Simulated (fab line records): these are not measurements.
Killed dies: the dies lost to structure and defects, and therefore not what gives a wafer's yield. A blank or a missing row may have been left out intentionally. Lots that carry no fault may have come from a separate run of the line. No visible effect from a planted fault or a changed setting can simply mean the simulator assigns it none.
Which tool is to blame? -- flow sky130 -- route of 708 steps, sampled at 1 step: 12 lots, 36 wafers

## WHAT THE GAUGES SHOWED, per wafer
SKY_FIELD_ISO_THK_MEAS_02.
lot,measured,on,FIELD_ISO_OXIDATION_00_THK (nm)
L075,day 1 17:35,film-metro-02,11.75 11.63 11.67
L077,day 2 02:38,film-metro-01,11.99 11.86 11.84
L079,day 2 12:39,film-metro-02,11.75 11.78 11.82
L081,day 2 23:03,film-metro-02,12.06 12.04 11.99
L083,day 3 08:40,film-metro-02,12.39 12.36 12.29
L085,day 3 18:38,film-metro-01,11.50 11.84 11.75
L087,day 4 05:00,film-metro-01,11.89 12.01 12.10
L089,day 4 15:49,film-metro-01,11.85 11.93 11.97
L091,day 5 00:38,film-metro-01,11.87 11.91 12.00
L093,day 5 10:38,film-metro-01,12.33 12.44 12.44
L095,day 5 21:49,film-metro-01,11.70 11.92 11.75
L097,day 6 06:38,film-metro-01,11.83 11.93 11.75

## TOOL THAT RAN EACH LOT (tool first, then ch and the chambers of the sampled wafers, then the start)
Before these readings, the record contains no process step.

## THE ANSWER, worked out from the rows above alone
Rule: the usual values come from the lots themselves. The widest of any qualifying gaps counts: lots, ordered by their means at a reading, are off when they make up no more than a third of the lots, leave a main group of 4 or more, and stand apart from it by 3 or more times the standard deviation of that group's means. If all means in a main group match to the digits the tables above print for the reading, that group is not used. A lot without any number at a reading at which 4 lots or more have one is off too. Where the step has rows for the other lots, those lots are counted as sound.
Across all readings shown, no lot is off: no conclusion can be drawn from this.

## WHAT THE SIMULATOR HAD INSERTED
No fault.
